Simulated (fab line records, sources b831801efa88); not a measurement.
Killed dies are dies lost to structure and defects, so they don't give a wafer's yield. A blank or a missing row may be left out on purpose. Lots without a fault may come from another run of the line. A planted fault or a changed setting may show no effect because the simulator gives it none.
A struck lot beside a sound one | flow gf180mcu | 24 steps out of a route of 602
Sound: wafers L671.1, L671.2, L671.5. Struck: wafers L683.1, L683.2, L683.4. The cause comes at the end.
At each step with rows: each side's tool, then ch and its chambers, then its first start. Under that, the readings that differ: sound wafers | struck wafers | difference of the means | sigmas: that difference in standard deviations of wafers without a fault.
alike: readings whose means differ by less than 2 such deviations, and words and numbers that are the same on both sides. not compared: withheld readings, readings that some wafer has no value for, bounds like >300 that may hide the same value, and numbers for which the record gives no deviation and whose values overlap.
The two part at a step that has a row with sigmas, a row that says differs or no value, or rows on one side only. Numbers that don't overlap but have no deviation are shown without sigmas and don't part them. A reading that every wafer of one side lacks parts them only if that side has two wafers or more.

first, 7 steps without rows for these wafers: GF_STI_DEHYDRATE_05 (time 60 s); GF_STI_HMDS_06 (prime time 60 s); GF_STI_COAT_07 (resist thk 700 nm); GF_STI_SOFTBAKE_08 (time 60 s); GF_STI_EXPOSE_09 (exposes mask COMP, target cd 220 nm); GF_STI_PEB_10 (peb time 90 s); GF_STI_DEVELOP_11 (develop time 60 s).
GF_STI_CD_MEAS_12: target cd 220 nm.
  sound on cd_sem-02, day 2 04:47; struck on cd_sem-01, day 4 14:23
  alike: cd_nm
GF_STI_ETCH_13: etches the open film in CHF3/O2, stops on Si, target depth 282.31 nm, time 112.9 s.
  sound on rie_diel-02 ch 0,3, day 2 04:54; struck on rie_diel-01 ch 0,1,2, day 4 14:30
  alike: drypump_motor_current_A, oes_product_au, run_length_s, throttle_valve_pct
  not compared: rf_hours_counter_h
GF_STI_ETCH_14: etches Si in HBr/Cl2/O2, target depth 360 nm, time 102.9 s.
  sound on rie_si-01 ch 0,2,3, day 2 04:59; struck on rie_si-01 ch 0,2,3, day 4 14:34
  alike: HBr_flow_sccm, drypump_motor_current_A, oes_product_au, run_length_s, throttle_valve_pct
  not compared: rf_hours_counter_h
GF_STI_STRIP_15: strips in O2/N2.
  sound on plasma_asher-02 ch 0,1, day 2 05:03; struck on plasma_asher-02 ch 0,1, day 4 14:39
  alike: drypump_motor_current_A, heater_power_w, n2_flow_sccm, oes_product_au, strip_time_to_endpoint_s
  not compared: rf_hours_counter_h
then, 1 step without rows for these wafers: GF_STI_CLEAN_16 (cleans in dHF, time 25 s).
GF_STI_WET_ETCH_17: etches Si3N4 in H3PO4, target depth 45 nm, time 514 s.
  sound on wet_bench-01 ch 2, day 2 05:10; struck on wet_bench-04 ch 3, day 4 14:46
  reading                               | sound             | struck            | difference | sigmas
  run_length_s (s)                      | 539 539 539       | 284 284 284       | -255       | -69
  model.Si3N4_of_STI_CVD_03.thk_nm (nm) | 161.1 161.9 161.7 | 186.4 185.7 186.5 | +24.6      |
then, 4 steps without rows for these wafers: GF_STI_CLEAN_18 (cleans in SC1/SC2, time 150 s); GF_STI_CLEAN_19 (cleans in dHF, time 20 s); GF_STI_WET_ETCH_20 (etches SiO2 in dHF, target depth 20 nm, time 400 s); GF_STI_OXIDATION_21 (stabilise 600 s, purge 300 s, target thk 15 nm).
GF_STI_THK_MEAS_22:
  sound on film_metro-01, day 2 06:38; struck on film_metro-03, day 4 17:42
  alike: STI_OXIDATION_01_THK
then, 1 step without rows for these wafers: GF_STI_CVD_23 (deposits SiO2, target thk 650 nm, time 108.3 s).
GF_STI_THK_MEAS_24:
  sound on film_metro-02, day 2 06:46; struck on film_metro-02, day 4 17:50
  alike: STI_CVD_23_THK
GF_STI_CMP_25: polishes, stops on Si3N4, t overpolish 33 s, target thk 524.6 nm.
  sound on cmp-01 ch 0,2, day 2 06:53; struck on cmp-01 ch 1,2,3, day 4 17:54
  alike: motor_current_A
GF_STI_WET_ETCH_26: etches SiO2 in dHF, target depth 94 nm, time 188 s.
  sound on wet_bench-02 ch 1, day 2 07:08; struck on wet_bench-04 ch 1, day 4 18:12
  reading                               | sound             | struck            | difference | sigmas
  model.Si3N4_of_STI_CVD_03.thk_nm (nm) | 150.3 151.1 150.9 | 175.4 174.8 175.5 | +24.5      |
  alike: run_length_s
then, 1 step without rows for these wafers: GF_STI_WET_ETCH_27 (etches Si3N4 in H3PO4, target depth 160 nm, time 1825 s).
-- the record jumps here: 28 days lie between the struck wafers' starts before and after (it left off in module STI and takes up again in module PASSIVATION, whose first step shown is number 602 of the route) --
GF_PASSIVATION_PROBE_99:
  sound on prober-01, day 28 22:23; struck on prober-01, day 32 09:51
  reading                                 | sound                | struck               | difference | sigmas
  model.etest.pwell_in_dnwell.line_ohm_um | 4102 3988 4093       | 4292 4351 4262       | +241       |
  model.etest.p_drift.rs_ohm_sq           | 2287 2255 2282       | 2829 2871 2847       | +574       |
  model.etest.pwell_in_dnwell.rs_ohm_sq   | 2416 2344 2418       | 2569 2619 2561       | +190       |
  model.etest.nwell.line_ohm_um           | 1088 1079 1088       | 1358 1371 1366       | +280       |
  model.etest.nwell.rs_ohm_sq             | 954.8 939.5 955.8    | 1161 1180 1167       | +219       |
  model.etest.field_n.vt_v (V)            | 35.84 33.75 35.91    | 40.44 40.88 40.22    | +5.35      |
  model.etest.field_p.vt_v (V)            | -31.41 -29.78 -31.39 | -41.19 -41.55 -41.01 | -10.39     |
  not compared: model.etest.n_drift.rs_ohm_sq

WHERE THEY PART
Only at GF_STI_WET_ETCH_17, within this record. Later steps at which nothing parts them and some readings are alike: GF_STI_THK_MEAS_22, GF_STI_THK_MEAS_24, GF_STI_CMP_25, GF_STI_WET_ETCH_26.

WHY: what the simulator had put in
Process parameter drift: wet_bench-04, from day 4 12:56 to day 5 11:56, at GF_STI_WET_ETCH_17. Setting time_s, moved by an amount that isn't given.
